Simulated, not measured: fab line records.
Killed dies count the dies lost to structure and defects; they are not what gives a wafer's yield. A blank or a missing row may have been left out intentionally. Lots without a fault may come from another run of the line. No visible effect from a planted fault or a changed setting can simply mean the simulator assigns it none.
What tool caused it? | flow gf180mcu | Sampling: 6 lots, 18 wafers, 5 of 602 route steps

## WHAT EACH GAUGE READ, for each wafer
GF_V4_THK_MEAS_01.
lot  | measured     | on            | V4_CVD_00_THK (nm)
L171 | day 23 19:40 | film_metro-01 | 602 598 589
L174 | day 25 00:17 | film_metro-03 | 606 594 590
L176 | day 25 21:49 | film_metro-02 | 598 601 606
L186 | day 28 23:35 | film_metro-01 | 592 600 599
L189 | day 29 18:47 | film_metro-01 | 592 589 588
L192 | day 30 10:26 | film_metro-02 | 597 592 590

## EACH LOT AND THE TOOL THAT RAN IT (in order: tool; ch and the chambers of the sampled wafers; start)
lot  | GF_V3_CVD_23                  | GF_M4_SPUTTER_02             | GF_M4_METAL_ETCH_16               | GF_V4_CVD_00
L171 | cvd_w-02 ch 0,1, day 22 18:57 | pvd_sputter-03, day 22 19:41 | rie_metal-01 ch 0,1, day 23 18:58 | hdpcvd-01 ch 0,1,2, day 23 19:36
L174 | cvd_w-01 ch 0,1, day 24 00:02 | pvd_sputter-01, day 24 00:45 | rie_metal-04 ch 1, day 24 23:29   | hdpcvd-02 ch 0,1, day 25 00:13
L176 | cvd_w-02 ch 0,1, day 24 22:30 | pvd_sputter-01, day 24 23:13 | rie_metal-02 ch 0,1, day 25 21:07 | hdpcvd-02 ch 0,1,2, day 25 21:45
L186 | cvd_w-01 ch 0,1, day 28 03:28 | pvd_sputter-01, day 28 04:11 | rie_metal-02 ch 0,1, day 28 22:50 | hdpcvd-02 ch 0,1, day 28 23:31
L189 | cvd_w-01 ch 0,1, day 28 22:07 | pvd_sputter-04, day 28 22:50 | rie_metal-01 ch 0,1, day 29 18:04 | hdpcvd-02 ch 0,1,2, day 29 18:43
L192 | cvd_w-01 ch 0,1, day 29 14:15 | pvd_sputter-04, day 29 14:56 | rie_metal-04 ch 0,1, day 30 09:44 | hdpcvd-02 ch 1,2, day 30 10:21
- GF_V3_CVD_23: deposits W, target thk 350 nm, time 104.9 s.
- GF_M4_SPUTTER_02: material AlCu, target thk 450 nm, time 23.9 s.
- GF_M4_METAL_ETCH_16: etches the open film in Cl2/BCl3, stops on SiO2, target depth 627.5 nm, time 104.6 s.
- GF_V4_CVD_00: deposits SiO2, target thk 600 nm, time 100 s.

## THE ANSWER, worked out from the rows above alone
Rule: the lots themselves supply what counts as usual. The widest of any qualifying gaps counts: lots, ordered by their means at a reading, are off when they make up no more than a third of the lots, leave a main group of 4 or more, and stand apart from it by 3 or more times the standard deviation of that group's means. A main group is skipped when, at the precision printed for the reading in the tables above, its means are all equal. Also off: a lot with no number at a reading for which 4 or more lots have one. All remaining lots with rows at the step are treated as sound.
Across all readings shown, no lot is off: no conclusion can be drawn from this.

## WHAT THE SIMULATOR HAD PUT IN
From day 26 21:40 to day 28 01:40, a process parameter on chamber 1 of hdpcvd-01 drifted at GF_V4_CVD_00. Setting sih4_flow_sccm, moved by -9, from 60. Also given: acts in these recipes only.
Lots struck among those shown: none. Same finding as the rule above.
